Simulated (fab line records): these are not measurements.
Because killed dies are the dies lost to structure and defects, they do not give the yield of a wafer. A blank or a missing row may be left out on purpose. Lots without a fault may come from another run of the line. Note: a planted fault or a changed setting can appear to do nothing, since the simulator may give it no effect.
A struck lot beside a sound one | flow gf180mcu | 20 steps out of a route of 602
Sound: the wafers L554.3, L554.4, L554.6. Struck: wafer L560.6. (L560.4 of the same lot was not struck and is left out.) The cause comes at the end.
Each step with rows lists, per side, the tool, then ch with its chambers, then its first start. Under that, the readings that differ: sound wafers | struck wafers | difference of the means | sigmas: that difference in standard deviations of wafers without a fault.
alike: readings with means less than 2 such deviations apart, plus words and numbers identical on both sides. not compared: withheld readings, readings lacking a value on some wafer, bounds such as >300 that could conceal the same value, and numbers that have no deviation in the record and whose values overlap.
Wherever a step has rows on one side only, a row that says differs or no value, or a row with sigmas, the two part there. Non-overlapping numbers with no deviation appear without sigmas and do not part them. Lack of a reading on every wafer of one side parts them only where that side has two or more wafers.

first, 1 step without rows for these wafers: GF_V1_CVD_00 (deposits SiO2, target thk 600 nm, time 100 s).
GF_V1_THK_MEAS_01:
  sound on filmMetro-01 at day 19 15:15; struck on filmMetro-02 at day 21 07:52
  alike: V1_CVD_00_THK
GF_V1_CVD_02: deposits SiO2 from TEOS, target thk 850 nm, time 94.851 s.
  sound on pecvd-04 ch 0,1,2, day 19 15:17; struck on pecvd-04 ch 1, day 21 07:56
  alike: heaterPowerW
GF_V1_THK_MEAS_03:
  sound on filmMetro-01 at day 19 15:23; struck on filmMetro-04 at day 21 08:00
  alike: V1_CVD_02_THK
GF_V1_CMP_04: polishes SiO2.
  sound on cmp-02 ch 1,2, day 19 15:25; struck on cmp-02 ch 0, day 21 08:05
  alike: motorCurrentA, timeToEndpointS
GF_V1_BOW_MEAS_05:
  sound on filmMetro-02 at day 19 15:46; struck on filmMetro-01 at day 21 08:23
  alike: V1_BOW
then, 6 steps without rows for these wafers: GF_V1_DEHYDRATE_06 (time 60 s); GF_V1_HMDS_07 (prime time 60 s); GF_V1_COAT_08; GF_V1_COAT_09 (resist thk 1000 nm); GF_V1_SOFTBAKE_10 (time 60 s); GF_V1_EXPOSE_11 (exposes mask Via1, target cd 260 nm).
GF_V1_PEB_12: peb time 90 s.
  sound on lithoTrack-03 ch 0, day 20 15:46; struck on lithoTrack-03 ch 0, day 22 07:06
then, 1 step without rows for these wafers: GF_V1_DEVELOP_13 (develop time 60 s).
GF_V1_CD_MEAS_14 targets a cd of 260 nm.
  sound on cdSem-02 at day 20 16:05; struck on cdSem-02 at day 22 07:25
reading   | sound             | struck | difference | sigmas
cdNm (nm) | 259.6 259.4 260.1 | 263.0  | +3.3       | +3
GF_V1_OVL_MEAS_15:
  sound on overlay-01 at day 20 16:11; struck on overlay-02 at day 22 07:29
  alike: V1_OVL
GF_V1_ETCH_16: etches BARC in N2/H2.
  sound on rieDiel-04 ch 0,1,3, day 20 16:12; struck on rieDiel-01 ch 3, day 22 07:30
reading            | sound           | struck | difference | sigmas
model.V1.cdNm (nm) | 260.7 259 260.6 | 261.6  | +1.5       | 
  alike: biasW, drypumpMotorCurrentA, oesProductAu, throttleValvePct
GF_V1_ETCH_17: etches SiO2 in C4F8/O2/Ar, stops on TiN, target depth 630 nm.
  sound on rieDiel-04 ch 0,1,3; struck on rieDiel-01 ch 3
reading            | sound             | struck | difference | sigmas
model.V1.cdNm (nm) | 260.9 260.1 260.1 | 261.1  | +0.7       | 
  alike: biasW, oesProductAu
GF_V1_STRIP_18: strips in O2/N2.
  sound on plasmaAsher-04 ch 0,1, day 20 16:22; struck on plasmaAsher-04 ch 0, day 22 07:40
  alike: drypumpMotorCurrentA, heaterPowerW, oesProductAu
  not compared: rfHoursCounterH
-- the record jumps here: 10 days lie between the struck wafers' starts before and after (it left off in module V1 and takes up again in module PASSIVATION, whose first step shown is number 602 of the route) --
GF_PASSIVATION_PROBE_99:
  the record has rows for the struck wafers here (prober-01, day 32 05:07) and none for the sound ones

## WHERE THEY PART
Last at GF_PASSIVATION_PROBE_99 as far as this record goes, first at GF_V1_CD_MEAS_14.

WHY: whatever the simulator had introduced
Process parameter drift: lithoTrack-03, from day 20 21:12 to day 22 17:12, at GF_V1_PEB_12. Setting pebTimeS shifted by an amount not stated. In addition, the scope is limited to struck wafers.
